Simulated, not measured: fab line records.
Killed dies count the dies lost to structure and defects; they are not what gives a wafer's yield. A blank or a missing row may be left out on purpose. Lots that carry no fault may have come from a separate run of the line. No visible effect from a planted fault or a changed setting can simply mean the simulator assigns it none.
Which of the tools did it? + flow sky130 + 12 lots with 36 wafers sampled at 5 steps, on a route of 708 steps

WHAT THE GAUGES READ, wafer by wafer
SKY_POLY_GATE_THK_MEAS_04. Usual: POLY_GATE_CVD_03_THK typically reads 75.0 nm, with standard deviation 0.58.
| lot  | measured     | on            | POLY_GATE_CVD_03_THK (nm) | flag |
|------|--------------|---------------|---------------------------|------|
| L983 | day 15 07:41 | film_metro-01 | 74.8 75.0 74.5            |      |
| L984 | day 15 12:25 | film_metro-02 | 74.8 75.4 74.5            |      |
| L986 | day 16 07:04 | film_metro-02 | 76.2 75.7 76.1            |      |
| L988 | day 17 12:43 | film_metro-01 | 74.9 75.5 75.1            |      |
| L989 | day 18 04:26 | film_metro-01 | 76.1 74.9 75.5            |      |
| L990 | day 18 04:27 | film_metro-04 | 74.8 74.9 75.6            |      |
| L991 | day 18 04:29 | film_metro-01 | 74.6 74.2 74.5            |      |
| L994 | day 19 01:03 | film_metro-02 | 74.4 75.8 75.5            |      |
| L998 | day 20 11:10 | film_metro-02 | 74.9 74.6 75.2            |      |
| L999 | day 22 09:06 | film_metro-04 | 74.9 75.7 75.5            |      |
| L100 | day 22 09:06 | film_metro-01 | 75.2 75.1 75.3            |      |
| L105 | day 23 00:43 | film_metro-04 | 74.4 74.2 73.5            |      |

SKY_POLY_GATE_THK_MEAS_21. Usual: POLY_GATE_OXIDATION_THK typically reads 4.01 nm, with standard deviation 0.088.
| lot  | measured     | on            | POLY_GATE_OXIDATION_THK (nm) | flag |
|------|--------------|---------------|------------------------------|------|
| L983 | day 16 13:20 | film_metro-02 | 3.95 3.90 3.97               |      |
| L984 | day 16 18:49 | film_metro-01 | 4.03 4.01 3.92               |      |
| L986 | day 17 13:55 | film_metro-01 | 4.06 4.06 4.05               |      |
| L988 | day 18 20:10 | film_metro-02 | 3.95 3.96 4.01               |      |
| L989 | day 19 12:05 | film_metro-01 | 4.19 4.17 4.15               |      |
| L990 | day 19 12:31 | film_metro-04 | 4.05 4.05 3.98               |      |
| L991 | day 19 13:19 | film_metro-01 | 4.14 4.10 4.13               |      |
| L994 | day 20 10:29 | film_metro-01 | 3.94 4.10 4.01               |      |
| L998 | day 21 19:54 | film_metro-01 | 4.03 3.99 4.02               |      |
| L999 | day 23 16:17 | film_metro-02 | 4.01 3.95 3.93               |      |
| L100 | day 23 16:51 | film_metro-02 | 4.04 4.02 4.06               |      |
| L105 | day 24 08:29 | film_metro-04 | 3.88 3.90 3.98               |      |

SKY_LDD_HVN_TW_MEAS_10. Usual: LDD_HVN_TW typically reads 1432, with standard deviation 23.
| lot  | measured     | on            | LDD_HVN_TW     | flag |
|------|--------------|---------------|----------------|------|
| L983 | day 20 08:16 | film_metro-04 | 1410 1402 1405 |      |
| L984 | day 20 13:51 | film_metro-04 | 1406 1398 1398 |      |
| L986 | day 21 09:44 | film_metro-04 | 1401 1407 1404 |      |
| L988 | day 22 16:00 | film_metro-01 | 1446 1438 1446 |      |
| L989 | day 23 07:37 | film_metro-04 | 1407 1408 1406 |      |
| L990 | day 23 08:55 | film_metro-01 | 1449 1447 1446 |      |
| L991 | day 23 09:32 | film_metro-01 | 1446 1441 1444 |      |
| L994 | day 24 05:13 | film_metro-01 | 1451 1445 1451 |      |
| L998 | day 25 13:59 | film_metro-02 | 1451 1461 1454 |      |
| L999 | day 27 08:37 | film_metro-04 | 1200 1201 1202 | OFF  |
| L100 | day 27 10:40 | film_metro-04 | 1191 1189 1197 | OFF  |
| L105 | day 28 01:26 | film_metro-02 | 1465 1456 1456 |      |

WHICH TOOL RAN EACH LOT (tool, then ch and the chambers of the sampled wafers, then the start)
| lot  | SKY_POLY_GATE_ETCH_17            | SKY_LDD_HVN_IMPLANT_08          |
|------|----------------------------------|---------------------------------|
| L983 | rie_si-01 ch 0,1, day 16 10:53   | implanter-02 ch 0, day 20 08:01 |
| L984 | rie_si-01 ch 0,3, day 16 16:49   | implanter-02 ch 0, day 20 13:37 |
| L986 | rie_si-01 ch 0,1,2, day 17 11:20 | implanter-02 ch 0, day 21 09:31 |
| L988 | rie_si-02 ch 2,3, day 18 18:07   | implanter-01 ch 0, day 22 15:46 |
| L989 | rie_si-02 ch 1,3, day 19 10:35   | implanter-01 ch 0, day 23 07:22 |
| L990 | rie_si-01 ch 0,1,3, day 19 11:02 | implanter-01 ch 0, day 23 08:41 |
| L991 | rie_si-02 ch 3, day 19 11:32     | implanter-03 ch 0, day 23 09:17 |
| L994 | rie_si-02 ch 0,3, day 20 08:08   | implanter-01 ch 0, day 24 05:00 |
| L998 | rie_si-01 ch 1,3, day 21 17:56   | implanter-01 ch 0, day 25 13:44 |
| L999 | rie_si-02 ch 0,2,3, day 23 14:50 | implanter-01 ch 0, day 27 08:22 |
| L100 | rie_si-02 ch 1,2,3, day 23 15:14 | implanter-01 ch 0, day 27 10:25 |
| L105 | rie_si-02 ch 0,1, day 24 06:58   | implanter-03 ch 0, day 28 01:13 |
- SKY_POLY_GATE_ETCH_17: etches poly-Si in HBr/Cl2, stops on SiO2, target depth 180 nm, time 70.5 s.
- SKY_LDD_HVN_IMPLANT_08

AS READ BY THE TOOLS THEMSELVES (means over the sampled wafers that have a number; for cases with no such wafer, the mark the record gives instead)
SKY_POLY_GATE_ETCH_17. Usual: drypump_motor_current_A 5.6 A, standard deviation 0.43; oes_product_au 0.992 a.u., standard deviation 0.0072; throttle_valve_pct 33.686 %, standard deviation 0.0083.
| lot  | tool      | drypump_motor_current_A (A) | oes_product_au (a.u.) | throttle_valve_pct (%) | flag |
|------|-----------|-----------------------------|-----------------------|------------------------|------|
| L983 | rie_si-01 | 5.8                         | 1.004                 | 33.680                 |      |
| L984 | rie_si-01 | 5.7                         | 0.994                 | 33.685                 |      |
| L986 | rie_si-01 | 5.8                         | 0.999                 | 33.687                 |      |
| L988 | rie_si-02 | 6.4                         | 0.994                 | 33.683                 |      |
| L989 | rie_si-02 | 5.6                         | 0.992                 | 33.684                 |      |
| L990 | rie_si-01 | 5.6                         | 0.996                 | 33.687                 |      |
| L991 | rie_si-02 | 5.9                         | 0.993                 | 33.693                 |      |
| L994 | rie_si-02 | 5.4                         | 0.985                 | 33.685                 |      |
| L998 | rie_si-01 | 5.5                         | 0.999                 | 33.686                 |      |
| L999 | rie_si-02 | 5.9                         | 0.990                 | 33.679                 |      |
| L100 | rie_si-02 | 5.9                         | 0.984                 | 33.683                 |      |
| L105 | rie_si-02 | 5.2                         | 0.987                 | 33.688                 |      |

SKY_LDD_HVN_IMPLANT_08. Usual: dose_ions_cm2 3.0004e+13, standard deviation 2.9e+10; faraday_current_uA 169, standard deviation 3.2; tilt_deg 39.996 degrees, standard deviation 0.022.
| lot  | tool         | dose_ions_cm2 | faraday_current_uA | tilt_deg (degrees) | flag |
|------|--------------|---------------|--------------------|--------------------|------|
| L983 | implanter-02 | 3.0021e+13    | 171                | 39.986             |      |
| L984 | implanter-02 | 3.0058e+13    | 170                | 39.986             |      |
| L986 | implanter-02 | 3.0007e+13    | 168                | 40.008             |      |
| L988 | implanter-01 | 3.0002e+13    | 169                | 39.975             |      |
| L989 | implanter-01 | 3.0002e+13    | 168                | 39.988             |      |
| L990 | implanter-01 | 3.0004e+13    | 170                | 39.988             |      |
| L991 | implanter-03 | 3.0022e+13    | 166                | 40.021             |      |
| L994 | implanter-01 | 3.0019e+13    | 170                | 40.008             |      |
| L998 | implanter-01 | 3.0005e+13    | 171                | 39.971             |      |
| L999 | implanter-01 | 1.8083e+13    | 100                | 39.985             | OFF  |
| L100 | implanter-01 | 1.8085e+13    | 103                | 39.992             | OFF  |
| L105 | implanter-03 | 2.9999e+13    | 172                | 39.987             |      |

THE ANSWER, worked out from the rows above alone
Rule: a lot counts as off when the mean over its wafers that have a number is more than 3 standard deviations away from the usual mean. A lot without any number at a reading at which 4 lots or more have one is off too. The other lots that the step has rows for count as sound. Order of review: gauges by route order, followed by the tools' own readings, for which a lot's mean as printed above is used. At the first step where some lot is off, the reading lying furthest off is the one used; lots without a number count as furthest.
Off: at SKY_LDD_HVN_TW_MEAS_10 (LDD_HVN_TW), L999, L100.
A tool fits if, at a process step before that reading, it ran every lot that is off, and no sound lot after the first of them. Not tried: the gauges at SKY_LDD_HVN_TW_MEAS_10; whatever is off there is also off at SKY_LDD_HVN_IMPLANT_08, on other tools, and gauge error can't account for it. One candidate fits, namely implanter-01 at SKY_LDD_HVN_IMPLANT_08. A fault onset in the window from L998 (day 25 13:44, its last sound lot) to L999 (day 27 08:22, its first lot off) fits.
The tool's own readings at SKY_LDD_HVN_IMPLANT_08 bear it out: on the lots that are off they differ by more than 5 times the standard deviation of the sound lots' means. dose_ions_cm2 reads 1.8084e+13 there against 3.0014e+13 on the sound lots; faraday_current_uA reads 102 there against 170 on the sound lots.

WHAT THE SIMULATOR PUT IN
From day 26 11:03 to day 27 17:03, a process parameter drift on implanter-01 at SKY_LDD_HVN_IMPLANT_08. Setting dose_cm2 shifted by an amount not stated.
Struck lots among those shown: L999, L100. Same finding as the rule above.
